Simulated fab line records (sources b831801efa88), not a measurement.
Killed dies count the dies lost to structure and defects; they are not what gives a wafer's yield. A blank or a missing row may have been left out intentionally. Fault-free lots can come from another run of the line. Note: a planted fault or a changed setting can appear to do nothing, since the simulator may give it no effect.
The tool behind it: which one? / flow gf180mcu / 12 lots, 36 wafers sampled, at 6 steps of a route of 602

WHAT THE GAUGES SHOWED, per wafer
GF_M2_RS_MEAS_05: a four-point-probe measurement.
lot=L591; measured=day 18 19:44; on=film metro-02; M2_ALCU_RS (ohm/sq)=0.0702 0.0694 0.0702
lot=L593; measured=day 19 20:47; on=film metro-02; M2_ALCU_RS (ohm/sq)=0.0693 0.0695 0.0697
lot=L594; measured=day 20 09:38; on=film metro-03; M2_ALCU_RS (ohm/sq)=0.0701 0.0712 0.0704
lot=L596; measured=day 20 18:13; on=film metro-02; M2_ALCU_RS (ohm/sq)=0.0697 0.0695 0.0696
lot=L597; measured=day 21 08:53; on=film metro-02; M2_ALCU_RS (ohm/sq)=0.0696 0.0689 0.0696
lot=L599; measured=day 21 21:53; on=film metro-02; M2_ALCU_RS (ohm/sq)=0.0708 0.0701 0.0706
lot=L600; measured=day 22 08:04; on=film metro-02; M2_ALCU_RS (ohm/sq)=0.0713 0.0703 0.0710
lot=L601; measured=day 22 13:32; on=film metro-03; M2_ALCU_RS (ohm/sq)=0.0685 0.0684 0.0681
lot=L609; measured=day 25 07:37; on=film metro-02; M2_ALCU_RS (ohm/sq)=0.0697 0.0693 0.0697
lot=L610; measured=day 25 10:24; on=film metro-02; M2_ALCU_RS (ohm/sq)=0.0691 0.0696 0.0698
lot=L611; measured=day 26 01:50; on=film metro-02; M2_ALCU_RS (ohm/sq)=0.0702 0.0701 0.0703
lot=L612; measured=day 26 13:36; on=film metro-02; M2_ALCU_RS (ohm/sq)=0.0701 0.0699 0.0692

GF_V2_THK_MEAS_03.
lot=L591; measured=day 19 20:58; on=film metro-04; V2_CVD_02_THK (nm)=867 853 846
lot=L593; measured=day 20 21:22; on=film metro-03; V2_CVD_02_THK (nm)=829 820 846
lot=L594; measured=day 21 10:31; on=film metro-03; V2_CVD_02_THK (nm)=843 835 848
lot=L596; measured=day 21 18:32; on=film metro-03; V2_CVD_02_THK (nm)=846 830 841
lot=L597; measured=day 22 09:27; on=film metro-04; V2_CVD_02_THK (nm)=841 847 836
lot=L599; measured=day 22 21:51; on=film metro-03; V2_CVD_02_THK (nm)=838 838 856
lot=L600; measured=day 23 07:58; on=film metro-04; V2_CVD_02_THK (nm)=845 866 855
lot=L601; measured=day 23 13:39; on=film metro-03; V2_CVD_02_THK (nm)=826 838 847
lot=L609; measured=day 26 05:47; on=film metro-04; V2_CVD_02_THK (nm)=837 846 850
lot=L610; measured=day 26 06:59; on=film metro-04; V2_CVD_02_THK (nm)=841 850 853
lot=L611; measured=day 26 23:31; on=film metro-04; V2_CVD_02_THK (nm)=831 837 857
lot=L612; measured=day 27 10:42; on=film metro-03; V2_CVD_02_THK (nm)=848 846 858

GF_V2_RS_MEAS_24: a four-point-probe measurement.
lot=L591; measured=day 20 22:18; on=film metro-04; V2_W_RS (ohm/sq)=0.334 0.332 0.333
lot=L593; measured=day 21 22:05; on=film metro-03; V2_W_RS (ohm/sq)=0.324 0.327 0.329
lot=L594; measured=day 22 11:43; on=film metro-04; V2_W_RS (ohm/sq)=0.327 0.328 0.327
lot=L596; measured=day 22 19:26; on=film metro-03; V2_W_RS (ohm/sq)=0.323 0.325 0.325
lot=L597; measured=day 23 09:52; on=film metro-03; V2_W_RS (ohm/sq)=0.329 0.327 0.326
lot=L599; measured=day 23 21:27; on=film metro-04; V2_W_RS (ohm/sq)=0.351 0.351 0.350
lot=L600; measured=day 24 07:32; on=film metro-04; V2_W_RS (ohm/sq)=0.348 0.350 0.347
lot=L601; measured=day 24 12:58; on=film metro-03; V2_W_RS (ohm/sq)=0.325 0.325 0.327
lot=L609; measured=day 27 03:00; on=film metro-04; V2_W_RS (ohm/sq)=0.329 0.324 0.329
lot=L610; measured=day 27 04:58; on=film metro-03; V2_W_RS (ohm/sq)=0.322 0.325 0.323
lot=L611; measured=day 27 20:53; on=film metro-04; V2_W_RS (ohm/sq)=0.323 0.325 0.326
lot=L612; measured=day 28 08:07; on=film metro-03; V2_W_RS (ohm/sq)=0.330 0.331 0.329

GF_V2_THK_MEAS_25: measures by xrf.
lot=L591; measured=day 20 22:23; on=film metro-04; V2_W_THK (nm)=349 352 350
lot=L593; measured=day 21 22:13; on=film metro-03; V2_W_THK (nm)=357 355 353
lot=L594; measured=day 22 11:50; on=film metro-04; V2_W_THK (nm)=356 353 354
lot=L596; measured=day 22 19:33; on=film metro-03; V2_W_THK (nm)=358 356 356
lot=L597; measured=day 23 09:59; on=film metro-03; V2_W_THK (nm)=351 350 354
lot=L599; measured=day 23 21:34; on=film metro-04; V2_W_THK (nm)=328 327 330
lot=L600; measured=day 24 07:39; on=film metro-04; V2_W_THK (nm)=334 328 333
lot=L601; measured=day 24 13:05; on=film metro-03; V2_W_THK (nm)=357 357 355
lot=L609; measured=day 27 03:07; on=film metro-04; V2_W_THK (nm)=346 348 346
lot=L610; measured=day 27 05:05; on=film metro-03; V2_W_THK (nm)=359 355 359
lot=L611; measured=day 27 21:00; on=film metro-04; V2_W_THK (nm)=351 351 349
lot=L612; measured=day 28 08:14; on=film metro-03; V2_W_THK (nm)=349 350 350

TOOL THAT RAN EACH LOT (tool first, then ch and the chambers of the sampled wafers, then the start)
lot=L591; GF_V2_CVD_02=pecvd-03 ch 0,1,2, day 19 20:55; GF_V2_CVD_23=cvd w-01 ch 0,1, day 20 22:10
lot=L593; GF_V2_CVD_02=pecvd-03 ch 0,2, day 20 21:18; GF_V2_CVD_23=cvd w-02 ch 0,1, day 21 21:59
lot=L594; GF_V2_CVD_02=pecvd-02 ch 0,1,2, day 21 10:26; GF_V2_CVD_23=cvd w-01 ch 0,1, day 22 11:36
lot=L596; GF_V2_CVD_02=pecvd-03 ch 0,1, day 21 18:28; GF_V2_CVD_23=cvd w-01 ch 0,1, day 22 19:18
lot=L597; GF_V2_CVD_02=pecvd-02 ch 0,1,2, day 22 09:23; GF_V2_CVD_23=cvd w-02 ch 0,1, day 23 09:46
lot=L599; GF_V2_CVD_02=pecvd-02 ch 0,2, day 22 21:46; GF_V2_CVD_23=cvd w-02 ch 0,1, day 23 21:19
lot=L600; GF_V2_CVD_02=pecvd-01 ch 1,2, day 23 07:53; GF_V2_CVD_23=cvd w-02 ch 0,1, day 24 07:24
lot=L601; GF_V2_CVD_02=pecvd-03 ch 0,2, day 23 13:35; GF_V2_CVD_23=cvd w-01 ch 0,1, day 24 12:49
lot=L609; GF_V2_CVD_02=pecvd-03 ch 0,1, day 26 05:42; GF_V2_CVD_23=cvd w-01 ch 0,1, day 27 02:52
lot=L610; GF_V2_CVD_02=pecvd-01 ch 1,2, day 26 06:52; GF_V2_CVD_23=cvd w-02 ch 0,1, day 27 04:52
lot=L611; GF_V2_CVD_02=pecvd-03 ch 0,2, day 26 23:17; GF_V2_CVD_23=cvd w-02 ch 0,1, day 27 20:46
lot=L612; GF_V2_CVD_02=pecvd-03 ch 0,1,2, day 27 10:34; GF_V2_CVD_23=cvd w-02 ch 0,1, day 28 08:01
- GF_V2_CVD_02: deposits SiO2 from TEOS, target thk 850 nm, time 94.851 s.
- GF_V2_CVD_23: deposits W, target thk 350 nm, time 104.94 s.

AS READ BY THE TOOLS THEMSELVES (means over the sampled wafers that have a number; for cases with no such wafer, the mark the record gives instead)
GF_V2_CVD_02.
lot=L591; tool=pecvd-03; heater power w (W)=656; susceptor temp C (C)=400.10
lot=L593; tool=pecvd-03; heater power w (W)=599; susceptor temp C (C)=399.98
lot=L594; tool=pecvd-02; heater power w (W)=765; susceptor temp C (C)=399.83
lot=L596; tool=pecvd-03; heater power w (W)=682; susceptor temp C (C)=400.17
lot=L597; tool=pecvd-02; heater power w (W)=733; susceptor temp C (C)=399.95
lot=L599; tool=pecvd-02; heater power w (W)=673; susceptor temp C (C)=400.05
lot=L600; tool=pecvd-01; heater power w (W)=641; susceptor temp C (C)=400.00
lot=L601; tool=pecvd-03; heater power w (W)=589; susceptor temp C (C)=400.13
lot=L609; tool=pecvd-03; heater power w (W)=661; susceptor temp C (C)=400.03
lot=L610; tool=pecvd-01; heater power w (W)=584; susceptor temp C (C)=400.23
lot=L611; tool=pecvd-03; heater power w (W)=629; susceptor temp C (C)=399.97
lot=L612; tool=pecvd-03; heater power w (W)=623; susceptor temp C (C)=400.32

GF_V2_CVD_23.
lot=L591; tool=cvd w-01; heater power w (W)=887; susceptor temp C (C)=399.99
lot=L593; tool=cvd w-02; heater power w (W)=927; susceptor temp C (C)=399.81
lot=L594; tool=cvd w-01; heater power w (W)=950; susceptor temp C (C)=399.91
lot=L596; tool=cvd w-01; heater power w (W)=951; susceptor temp C (C)=399.84
lot=L597; tool=cvd w-02; heater power w (W)=904; susceptor temp C (C)=400.18
lot=L599; tool=cvd w-02; heater power w (W)=930; susceptor temp C (C)=396.69
lot=L600; tool=cvd w-02; heater power w (W)=917; susceptor temp C (C)=396.80
lot=L601; tool=cvd w-01; heater power w (W)=947; susceptor temp C (C)=400.12
lot=L609; tool=cvd w-01; heater power w (W)=898; susceptor temp C (C)=400.06
lot=L610; tool=cvd w-02; heater power w (W)=909; susceptor temp C (C)=399.96
lot=L611; tool=cvd w-02; heater power w (W)=935; susceptor temp C (C)=400.13
lot=L612; tool=cvd w-02; heater power w (W)=902; susceptor temp C (C)=399.76

THE ANSWER, worked out from the rows above alone
Rule: what is usual is taken from the lots themselves. The widest of any qualifying gaps counts: lots, ordered by their means at a reading, are off when they make up no more than a third of the lots, leave a main group of 4 or more, and stand apart from it by 3 or more times the standard deviation of that group's means. If all means in a main group match to the digits the tables above print for the reading, that group is not used. Also off: a lot with no number at a reading for which 4 or more lots have one. All remaining lots with rows at the step are treated as sound. After the gauges, taken in route order, come the tools' own readings; for these a lot's mean is taken, as printed above. The first step at which some lot is off is used, and at that step the reading that is off furthest; a lot without a number counts as furthest.
Off: at GF_V2_RS_MEAS_24 (V2_W_RS), L599, L600. For the main group the mean is 0.327 ohm/sq and the standard deviation 0.0027.
If a tool, at a process step before that reading, ran all the lots that are off and no sound lot after the first of them, it fits. Not tried: the gauges at GF_V2_RS_MEAS_24; whatever is off there is also off at GF_V2_CVD_23, on other tools, and gauge error can't account for it. No candidate that was tried fits.

WHAT THE SIMULATOR PUT IN
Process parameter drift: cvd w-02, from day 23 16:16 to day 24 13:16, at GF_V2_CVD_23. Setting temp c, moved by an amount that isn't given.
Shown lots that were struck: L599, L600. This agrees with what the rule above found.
